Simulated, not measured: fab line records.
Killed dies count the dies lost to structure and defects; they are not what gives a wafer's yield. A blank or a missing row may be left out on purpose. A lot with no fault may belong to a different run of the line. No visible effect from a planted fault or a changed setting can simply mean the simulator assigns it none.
fab line records	flow sky130
record: lots: 11	wafers: 33	lastDay: 50
route steps=708 shown VIA2@521 METAL3@565 VIA3@575 PAD_OPEN@708
lots with no fault: from the same line, run without faults
startH: hours from the record's first day to the start of the lot's first wafer shown	waitH: hours elapsed since this lot's preceding step	" the same as in the row above	L1.1+2: a row that stands for several wafers	- value missing, or start not given	* or withheld: withheld	< > ~ a bound
route shown NAME@n: NAME is a module with steps in the file, n the number in the route of the first one	usual: mean and standard deviation over wafers with no fault	same: alike in all rows	chamber/n: place in a boat	sites: per-site readings	_std_site: the values' standard deviation	_edge_site: inner sites' mean taken away from outer sites' mean	radiusMm: how far each site lies from the wafer's centre	mask NAME#n: copy n	behind: tool/chamber where the wafer was last shaped	hold: reason for holding the lot/hours on hold/outcome of the hold	device: whichever transistor did not switch (one of n, p or np)	end of line: at the end of the route, the tests of the same wafers	a step without rows: its recipe alone	killed: the dies lost at the first sort to structure and to defects; this is not the yield of the wafer	map: the dies of a wafer, with x for killed, . for not killed, _ for no die there
set.NAME: setting as actually run; set.NAME@STEP: the setting as run at that earlier step	model.NAME: the simulator's own value behind a step, which no gauge read
route steps across a sampled set of lots; one table per step, one row per wafer
services: a tool's chamber out of use, with start hour (startH, from the record's first day; less than 0 if before it), hours out, and reason
== steps ==
step: SKY_VIA2_ETCH_14
recipe: chemistry: N2/H2	target: BARC	ionEnergyEv: 200	sourceW: 500	biasW: 100	pressureMtorr: 30	n2FlowSccm: 100	h2FlowSccm: 200	stopOn: SiO2	timeS: 45.9	targetDepthA: 600
usual: drypumpMotorCurrentA: 5.8/0.44	oesProductAu: 0.854/0.0045	rfFwdPowerW: 495.1/2	throttleValvePct: 13.225/0.0087
lot.wafer	tool	chamber	startH	waitH	drypumpMotorCurrentA	oesProductAu	rfFwdPowerW	rfHoursCounterH	throttleValvePct
L831.1	rieDiel-03	0	853.43	0.0	6.0	0.851	493.9	4	13.226
L831.2	"	2	"	"	5.7	0.862	495.1	5	13.212
L831.3	"	1	"	"	5.5	0.853	495.6	8	13.220
L834.1	rieDiel-02	0	893.65	0.0	5.5	0.854	497.1	25	13.218
L834.2	"	2	"	"	6.6	0.852	493.2	16	13.244
L834.6	"	2	"	"	6.6	0.852	492.8	-	13.222
L836.2	rieDiel-04	2	899.15	0.0	6.2	0.857	496.7	4	13.222
L836.5	"	1	"	"	4.7	0.848	493.9	-	13.226
L836.6	"	2	"	"	6.2	0.850	496.6	-	13.217
L837.1	rieDiel-02	2	904.15	0.0	6.6	0.856	493.8	16	13.214
L837.2	"	3	"	"	5.6	0.847	496.3	23	13.230
L837.5	"	3	"	"	5.6	0.852	498.3	-	13.210
L838.2	rieDiel-02	0	913.57	0.0	5.5	0.852	494.6	26	13.227
L838.3	"	3	"	"	5.6	0.848	497.3	23	13.229
L838.5	"	2	"	"	6.6	0.855	497.2	-	13.232
L841.1	rieDiel-03	3	934.50	0.0	5.8	0.857	495.5	16	13.215
L841.2	"	2	"	"	5.7	0.849	494.8	7	13.208
L841.4	"	0	"	"	6.0	0.851	493.4	6	13.226
L842.1	rieDiel-04	0	938.05	0.0	6.3	0.839	493.3	27	13.222
L842.4	"	2	"	"	6.2	0.846	495.4	6	13.220
L842.5	"	2	"	"	6.2	0.853	496.1	-	13.242
L843.1	rieDiel-04	3	945.40	0.0	5.8	0.849	500.0	15	13.222
L843.3	"	1	"	"	4.7	0.853	495.8	19	13.228
L843.5	"	2	"	"	6.2	0.856	494.6	-	13.234
L844.2	rieDiel-04	3	953.60	0.0	5.8	0.850	496.0	15	13.226
L844.3	"	1	"	"	4.7	0.855	497.0	20	13.213
L844.6	"	3	"	"	5.8	0.852	497.3	-	13.235
L845.4	rieDiel-02	2	957.72	0.0	6.5	0.855	493.8	18	13.227
L845.5	"	3	"	"	5.6	0.855	495.5	-	13.233
L845.6	"	0	"	"	5.5	0.852	493.3	-	13.207
L851.2	rieDiel-04	0	1010.20	0.0	6.4	0.857	491.6	1	13.236
L851.5	"	3	"	"	5.8	0.861	495.6	-	13.220
L851.6	"	0	"	"	6.4	0.853	488.7	-	13.221
step: SKY_METAL3_DESCUM_15
recipe: chemistry: O2	sourcePowerW: 150	biasPowerW: 0	pressureMtorr: 10	tempC: 40	timeS: 8
usual: drypumpMotorCurrentA: 5.7/0.53	oesProductAu: 0.992/0.0088	rfFwdPowerW: 147.7/0.62
lot.wafer	tool	chamber	startH	waitH	drypumpMotorCurrentA	oesProductAu	rfFwdPowerW	rfHoursCounterH
L831.1	rieMetal-02	1	907.20	0.0	5.2	1.003	147.8	13
L831.2	"	0	"	"	5.6	0.979	148.6	14
L831.3	"	1	"	"	5.2	1.002	148.6	-
L834.1	rieMetal-02	0	946.70	0.0	5.6	0.988	147.6	16
L834.2	"	1	"	"	5.2	1.006	147.5	15
L834.6	"	0	"	"	5.6	0.992	147.7	-
L836.2	rieMetal-04	1	951.30	0.0	6.0	0.997	147.1	14
L836.5	"	0	"	"	5.0	0.990	147.6	-
L836.6	"	1	"	"	6.0	0.986	146.8	-
L837.1	rieMetal-02	1	955.55	0.0	5.2	0.993	148.5	16
L837.2	"	0	"	"	5.5	0.994	148.7	17
L837.5	"	1	"	"	5.2	0.998	148.8	-
L838.2	rieMetal-04	1	964.87	0.0	6.0	0.975	147.3	15
L838.3	"	0	"	"	5.0	0.995	147.5	-
L838.5	"	0	"	"	5.0	0.988	147.2	-
L841.1	rieMetal-04	1	985.46	0.0	6.1	0.988	145.8	16
L841.2	"	0	"	"	5.0	0.981	148.3	5
L841.4	"	1	"	"	6.1	0.985	146.5	-
L842.1	rieMetal-01	1	987.36	0.0	6.5	0.994	148.6	14
L842.4	"	1	"	"	6.5	0.989	147.9	-
L842.5	"	0	"	"	6.3	0.989	147.7	-
L843.1	rieMetal-01	1	995.47	0.0	6.5	0.982	148.4	14
L843.3	"	0	"	"	6.4	0.992	147.6	-
L843.5	"	1	"	"	6.5	0.986	148.4	-
L844.2	rieMetal-04	1	1003.06	0.0	6.0	0.985	147.0	18
L844.3	"	1	"	"	6.1	0.985	146.9	-
L844.6	"	0	"	"	5.0	0.984	148.2	-
L845.4	rieMetal-04	0	1006.27	0.0	5.0	0.995	148.2	-
L845.5	"	0	"	"	5.0	0.979	149.2	-
L845.6	"	1	"	"	6.0	0.995	147.0	-
L851.2	rieMetal-02	1	1057.18	0.0	5.2	1.004	147.7	21
L851.5	"	0	"	"	5.6	0.989	148.0	-
L851.6	"	1	"	"	5.2	1.013	147.8	-
step: SKY_METAL3_ETCH_16
recipe: chemistry: N2/H2	target: BARC	ionEnergyEv: 200	biasW: 100	pressureMtorr: 30	n2FlowSccm: 100	h2FlowSccm: 200	icpW: 500	stopOn: SiO2	timeS: 88.2	targetDepthA: 600
usual: drypumpMotorCurrentA: 5.7/0.53	oesProductAu: 0.625/0.0049	rfFwdPowerW: 497.3/1.7	throttleValvePct: 13.206/0.0087
lot.wafer	tool	chamber	startH	waitH	drypumpMotorCurrentA	oesProductAu	rfFwdPowerW	rfHoursCounterH	throttleValvePct
L831.1	rieMetal-02	1	907.24	0.0	5.2	0.621	498.1	13	13.205
L831.2	"	0	"	"	5.6	0.630	499.8	14	13.209
L831.3	"	1	"	"	5.2	0.624	499.7	-	13.212
L834.1	rieMetal-02	0	946.74	0.0	5.6	0.621	497.3	16	13.204
L834.2	"	1	"	"	5.2	0.634	497.2	15	13.207
L834.6	"	0	"	"	5.6	0.625	497.9	-	13.218
L836.2	rieMetal-04	1	951.34	0.0	6.1	0.631	496.1	14	13.209
L836.5	"	0	"	"	5.0	0.626	498.5	-	13.214
L836.6	"	1	"	"	6.1	0.627	497.0	-	13.206
L837.1	rieMetal-02	1	955.59	0.0	5.2	0.621	498.8	16	13.212
L837.2	"	0	"	"	5.6	0.632	497.7	17	13.196
L837.5	"	1	"	"	5.2	0.623	497.7	-	13.204
L838.2	rieMetal-04	1	964.90	0.0	6.1	0.639	496.2	15	13.188
L838.3	"	0	"	"	5.0	0.632	497.2	-	13.204
L838.5	"	0	"	"	5.0	0.628	497.9	-	13.221
L841.1	rieMetal-04	1	985.49	0.0	6.1	0.627	575.2	16	13.218
L841.2	"	0	"	"	5.0	0.633	577.8	5	13.191
L841.4	"	1	"	"	6.1	0.623	576.8	-	13.205
L842.1	rieMetal-01	1	987.39	0.0	6.5	0.629	494.8	14	13.203
L842.4	"	1	"	"	6.5	0.628	497.5	-	13.207
L842.5	"	0	"	"	6.3	0.619	497.3	-	13.188
L843.1	rieMetal-01	1	995.50	0.0	6.5	0.629	499.2	14	13.198
L843.3	"	0	"	"	6.4	0.624	496.7	-	13.218
L843.5	"	1	"	"	6.5	0.631	498.9	-	13.225
L844.2	rieMetal-04	1	1003.09	0.0	6.1	0.624	574.4	18	13.227
L844.3	"	1	"	"	6.1	0.618	575.4	-	13.206
L844.6	"	0	"	"	5.0	0.618	577.1	-	13.209
L845.4	rieMetal-04	0	1006.32	0.0	5.0	0.624	577.3	-	13.210
L845.5	"	0	"	"	5.0	0.631	575.3	-	13.211
L845.6	"	1	"	"	6.1	0.625	575.0	-	13.199
L851.2	rieMetal-02	1	1057.21	0.0	5.2	0.628	497.6	21	13.195
L851.5	"	0	"	"	5.6	0.616	500.1	-	13.216
L851.6	"	1	"	"	5.2	0.629	495.7	-	13.201
step: SKY_VIA3_CMP_02
recipe: material: SiO2	downForcePsi: 4	platenRpm: 60	padVelocityMS: 0.94248
usual: motorCurrentA: 13.0/1.1
lot.wafer	tool	chamber	startH	waitH	motorCurrentA
L831.3	cmp-01	0	908.44	0.0	13.9
L831.1	"	1	"	"	14.5
L831.2	"	2	"	"	12.5
L834.2	cmp-01	2	947.85	0.0	12.1
L834.1	"	0	"	"	14.0
L834.6	"	2	"	"	12.3
L836.2	cmp-01	1	952.61	0.2	14.2
L836.5	"	2	"	"	11.3
L836.6	"	3	"	"	13.1
L837.1	cmp-02	3	956.70	0.1	10.9
L837.2	"	2	"	"	12.2
L837.5	"	3	"	"	10.6
L838.3	cmp-01	1	966.02	0.0	14.5
L838.2	"	2	"	"	12.0
L838.5	"	2	"	"	13.3
L841.1	cmp-01	3	986.96	0.1	12.1
L841.4	"	1	"	"	14.4
L841.2	"	2	"	"	12.2
L842.4	cmp-02	0	988.56	0.1	12.5
L842.1	"	1	"	"	13.8
L842.5	"	3	"	"	11.1
L843.3	cmp-01	3	996.62	0.0	12.3
L843.1	"	1	"	"	14.8
L843.5	"	3	"	"	12.8
L844.2	cmp-01	0	1004.26	0.1	13.7
L844.3	"	1	"	"	14.6
L844.6	"	1	"	"	14.9
L845.4	cmp-01	3	1007.46	0.1	12.1
L845.5	"	2	"	"	12.1
L845.6	"	3	"	"	12.6
L851.2	cmp-01	2	1058.43	0.1	12.1
L851.6	"	1	"	"	14.7
L851.5	"	2	"	"	12.4
step: SKY_PAD_OPEN_PROBE_99
usual: defectLimitedYield: 82.3/1.9	killed_at_M0_to_M3: 44/6.9	killed_at_M4_up: 3.0/1.5	killedAtContacts: 24/5.2	killedAtFrontEnd: 15/4.1	killedAtOther: 0.4/0.62	killedDies: 87/9.6	killedOpen: 47/7	killedShort: 40/6.2	sort_bin_3_pad_short: 0.9/0.43	sort_bin_5_function: 10.5/1.4	sort_bin_6_memory: 6.4/1.2	sortNPass: 405/9.6	sortYieldPct: 82.3/1.9
same: grossDies: 492	killedAtBackSide: 0	sort_bin_4_leakage[%]: 0	sort_bin_8_speed[%]: 0
lot.wafer	tool	chamber	startH	waitH	defectLimitedYield[%]	killed_at_M0_to_M3	killed_at_M4_up	killedAtContacts	killedAtFrontEnd	killedAtOther	killedDies	killedOpen	killedShort	sort_bin_3_pad_short[%]	sort_bin_5_function[%]	sort_bin_6_memory[%]	sortNPass	sortYieldPct[%]
L841.1	prober-01	-	1143.70	0.1	83.1	41	2	27	13	0	83	47	36	0.8	11.2	4.9	409	83.1
L841.2	prober-01	-	1143.75	0.1	83.5	42	2	24	13	0	81	48	33	1.0	10.0	5.5	411	83.5
L841.4	prober-01	-	1143.85	0.2	82.3	46	3	30	8	0	87	43	44	0.8	10.2	6.7	405	82.3
L845.4	prober-01	-	1160.27	0.2	82.1	44	2	25	16	1	88	54	33	1.0	10.8	6.1	404	82.1
L845.5	prober-01	-	1160.32	0.2	80.1	57	3	28	10	0	98	56	42	0.4	11.2	8.3	394	80.1
L845.6	prober-01	-	1160.37	0.2	84.1	40	6	21	10	1	78	39	39	0.6	10.0	5.3	414	84.1
killed by level:class
L841.1 VIA1:geometricParticle:open=10 CONTACT:geometricParticle:open=8 LI_CONTACT:geometricParticle:open=6 LI_CONTACT:geometricParticle:short=6 METAL1:geometricParticle:short=6 VIA2:geometricParticle:open=6 LOCAL_INTERCONNECT:geometricParticle:short=5 METAL2:geometricParticle:short=5
L841.2 LI_CONTACT:geometricParticle:open=11 VIA1:geometricParticle:open=8 FIELD_ISO:geometricParticle:open=7 METAL1:geometricParticle:short=7 VIA2:geometricParticle:open=6 CONTACT:geometricParticle:open=5 METAL1:geometricParticle:open=4 VIA1:geometricParticle:short=4
L841.4 CONTACT:geometricParticle:open=9 VIA1:geometricParticle:open=9 LI_CONTACT:geometricParticle:open=8 VIA1:geometricParticle:short=6 METAL1:geometricParticle:short=6 METAL2:geometricParticle:short=6 VIA2:geometricParticle:open=6 LOCAL_INTERCONNECT:geometricParticle:short=5
L845.4 VIA1:geometricParticle:open=14 CONTACT:geometricParticle:open=12 CONTACT:geometricParticle:short=6 VIA2:geometricParticle:open=6 METAL2:geometricParticle:short=5 VIA3:geometricParticle:open=5 SPACER:geometricParticle:open=4 VIA1:geometricParticle:short=4
L845.5 VIA1:geometricParticle:open=14 VIA3:geometricParticle:open=12 CONTACT:geometricParticle:short=9 CONTACT:geometricParticle:open=9 VIA3:geometricParticle:short=7 METAL2:geometricParticle:short=6 METAL1:geometricParticle:short=5 VIA2:geometricParticle:open=5
L845.6 VIA1:geometricParticle:open=8 LI_CONTACT:geometricParticle:open=7 CONTACT:geometricParticle:short=6 METAL2:geometricParticle:short=6 VIA3:geometricParticle:short=6 VIA3:geometricParticle:open=6 METAL4:geometricParticle:short=5 FIELD_ISO:geometricParticle:short=4
== services ==
tool	chamber	startH	hours	kind
rieDiel-04	3	839.37	5.7	repair
rieDiel-03	2	865.34	3.5	repair
cmp-02	-	865.42	4.4	repair
rieMetal-04	1	866.64	1.6	repair
rieDiel-02	-	868.98	2.8	pm
rieDiel-02	3	872.00	12.6	repair
cmp-02	-	874.84	6.2	pm
rieDiel-02	2	883.21	9.7	repair
rieMetal-04	0	887.31	3.6	repair
rieMetal-02	-	920.07	4.3	pm
rieMetal-01	-	959.68	2.8	pm
cmp-01	-	973.68	1.5	repair
rieMetal-02	-	986.70	15.6	pm
cmp-01	-	987.55	3.5	repair
rieDiel-02	2	988.02	15.7	repair
rieDiel-04	3	989.69	9.6	repair
rieDiel-04	1	991.24	2.2	repair
rieMetal-02	-	1002.30	1.4	pm
rieMetal-01	-	1011.82	1.4	pm
rieDiel-04	-	1015.23	2.8	pm
cmp-01	-	1026.94	0.5	repair
rieDiel-02	2	1037.12	14.6	repair
rieDiel-02	-	1049.09	0.3	repair
rieMetal-04	-	1056.90	14.6	pm
== key ==
firstSign: step: SKY_METAL3_ETCH_16	reading: rfFwdPowerW	direction: up	sigmas: 47	usual: 497.3	struck: 576.0
effect none on later readings
metAt SKY_METAL3_ETCH_16
struckLots L841,L844,L845
notActingAt SKY_VIA2_ETCH_14,SKY_METAL3_DESCUM_15,SKY_VIA3_CMP_02
onsetBetween 964.90 985.49
fault: kind: processParameterDrift	tool: rieMetal-04	chamber: -	onsetH: 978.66	steps: SKY_METAL3_ETCH_16	channel: icpW	offset: 80	shape: step	endH: 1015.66	actsIn: theseRecipesOnly	stated: 500
